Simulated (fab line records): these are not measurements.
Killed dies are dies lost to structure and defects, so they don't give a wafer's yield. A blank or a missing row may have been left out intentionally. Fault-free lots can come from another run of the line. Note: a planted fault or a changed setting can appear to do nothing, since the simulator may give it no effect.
Matching of chambers | flow sky130 | cmp-01 running SKY_LI_CONTACT_CMP_02: 4 sister chambers
The step polishes PSG. 4 wafers are shown with their chamber, then 6 later ones without.

WAFERS PAIRED WITH THEIR CHAMBERS
wafer  | chamber | motor-current-A (A)
L367.2 | 2       | 12.1
L370.1 | 1       | 12.6
L376.3 | 0       | 11.8
L376.5 | 3       | 11.5

WAFERS WITH NO CHAMBER GIVEN
wafer  | motor-current-A (A)
L383.3 | 11.6
L383.4 | 12.5
L383.5 | 12.1
L384.2 | 12.5
L384.4 | 11.7
L384.5 | 12.2

WHICH CHAMBER EACH ONE RAN IN
wafer  | from the rows above     | in truth
L383.3 | can't be placed: 3 or 0 | 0
L383.4 | 1                       | 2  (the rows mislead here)
L383.5 | 2                       | 2
L384.2 | 1                       | 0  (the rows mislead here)
L384.4 | can't be placed: 0 or 3 | 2
L384.5 | 2                       | 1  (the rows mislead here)
Correct placement for 1 of the 6. Unplaceable from these rows: 2, with the true chamber sitting among the candidates in 1. Wrongly placed: 3.
How it was worked out, from the rows above alone: a wafer's distance from a chamber is the root of the sum, over the readings, of the square of ((its reading less the chamber's mean) divided by the reading's scatter). The wafer belongs to the nearest chamber; if the next one is less than 2 further off, it can't be placed. Each chamber's mean is taken over the wafers shown for it. The scatter: with one shown wafer a chamber, the root of the mean of the squares of how far each hidden wafer lies from its nearest shown one.
